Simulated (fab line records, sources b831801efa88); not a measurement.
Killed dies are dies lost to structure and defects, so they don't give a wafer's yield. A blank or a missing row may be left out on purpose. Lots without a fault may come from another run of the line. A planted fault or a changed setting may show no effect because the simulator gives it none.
A struck lot beside a sound one | flow sky130 | 16 steps out of a route of 708
Sound: wafers L126.1, L126.3, L126.4. Struck: wafers L135.1, L135.3. (L135.2 of the same lot was not struck and is left out.) The cause comes at the end.
At each step with rows: each side's tool, then ch and its chambers, then its first start. Under that, the readings that differ: sound wafers | struck wafers | difference of the means | sigmas: that difference in standard deviations of wafers without a fault.
alike: readings whose means differ by less than 2 such deviations, and words and numbers that are the same on both sides. not compared: withheld readings, readings that some wafer has no value for, bounds like >300 that may hide the same value, and numbers for which the record gives no deviation and whose values overlap.
The two part at a step that has a row with sigmas, a row that says differs or no value, or rows on one side only. Numbers that don't overlap but have no deviation are shown without sigmas and don't part them. A reading that every wafer of one side lacks parts them only if that side has two wafers or more.

first, 2 steps without rows for these wafers: SKY_CONTACT_PEB_12; SKY_CONTACT_DEVELOP_13 (develop time 57.27 s).
SKY_CONTACT_CD_MEAS_14: target cd 170 nm.
  sound on cd_sem-02, day 32 19:10; struck on cd_sem-01, day 36 01:07
  alike: cd_nm
SKY_CONTACT_OVL_MEAS_15:
  sound on overlay-01, day 32 19:17; struck on overlay-02, day 36 01:14
  reading          | sound | struck  | difference | sigmas
  CONTACT_OVL (nm) | 9 6 9 | -19 -19 | -27        | -4
then, 1 step without rows for these wafers: SKY_CONTACT_ETCH_16 (etches BARC in N2/H2, stops on SiO2, time 45.9 s, target depth 60 nm).
SKY_CONTACT_ETCH_17: etches SiO2 in C4F8/O2/Ar, stops on Si3N4, target depth 340 nm.
  sound on rie_diel-03 ch 0,1,3, day 32 19:22; struck on rie_diel-04 ch 2,3, day 36 01:19
  alike: oes_product_au
SKY_CONTACT_ETCH_18: etches Si3N4 in CHF3/O2, stops on TiN, time 39 s, target depth 75 nm.
  sound on rie_diel-03 ch 0,1,3; struck on rie_diel-04 ch 2,3
  alike: drypump_motor_current_A, oes_product_au, throttle_valve_pct
  not compared: rf_hours_counter_h
SKY_CONTACT_STRIP_19: strips in O2/N2.
  sound on plasma_asher-01 ch 0,1, day 32 19:28; struck on plasma_asher-02 ch 1, day 36 01:24
  alike: drypump_motor_current_A, oes_product_au, strip_time_to_endpoint_s
  not compared: rf_hours_counter_h
then, 3 steps without rows for these wafers: SKY_CONTACT_STRIP_20 (strips in post etch residue remover, time 1200 s); SKY_CONTACT_CLEAN_21 (cleans in IPA, time 180 s); SKY_CONTACT_CLEAN_22 (cleans in O3/DIW).
SKY_CONTACT_SPUTTER_23: material TiN, target thk 20 nm, time 80 s.
  sound on pvd_sputter-03, day 32 20:03; struck on pvd_sputter-04, day 36 02:00
  alike: throttle_valve_pct
SKY_CONTACT_CVD_24: deposits W, target thk 340 nm, time 102.12 s.
  sound on cvd_w-02 ch 0,1, day 32 20:07; struck on cvd_w-02 ch 0, day 36 02:04
  reading                               | sound             | struck      | difference | sigmas
  model.W_of_CONTACT_CVD_24.thk_nm (nm) | 341.5 338.4 340.5 | 373.7 373.9 | +33.7      |
  alike: heater_power_w
SKY_CONTACT_RS_MEAS_25: measures by four-point-probe.
  sound on film_metro-04, day 32 20:13; struck on film_metro-01, day 36 02:28
  reading               | sound                | struck        | difference | sigmas
  CONTACT_W_RS (ohm/sq) | 0.3365 0.3390 0.3373 | 0.3079 0.3072 | -0.0301    | -11
  not compared: hold
SKY_CONTACT_THK_MEAS_26: measures by xrf.
  sound on film_metro-04, day 32 20:20; struck on film_metro-01, day 36 04:45
  reading            | sound       | struck  | difference | sigmas
  CONTACT_W_THK (nm) | 321 320 320 | 346 345 | +25        | +7
  not compared: hold
SKY_CONTACT_CMP_27: polishes, stops on SiO2, t overpolish 15 s, target thk 0 nm.
  sound on cmp-02 ch 0,2,3, day 32 20:24; struck on cmp-01 ch 1,2, day 36 10:49
  reading                | sound    | struck                                            | difference                   | sigmas
  hold                   | - - -    | await_dispo/6.0h/release await_dispo/6.0h/release | no value on the sound wafers |
  time_to_endpoint_s (s) | 79 80 81 | 93 96                                             | +14                          | +4
  alike: motor_current_A

WHERE THEY PART
First at SKY_CONTACT_OVL_MEAS_15; last, within this record, at SKY_CONTACT_CMP_27.

WHY: what the simulator had put in
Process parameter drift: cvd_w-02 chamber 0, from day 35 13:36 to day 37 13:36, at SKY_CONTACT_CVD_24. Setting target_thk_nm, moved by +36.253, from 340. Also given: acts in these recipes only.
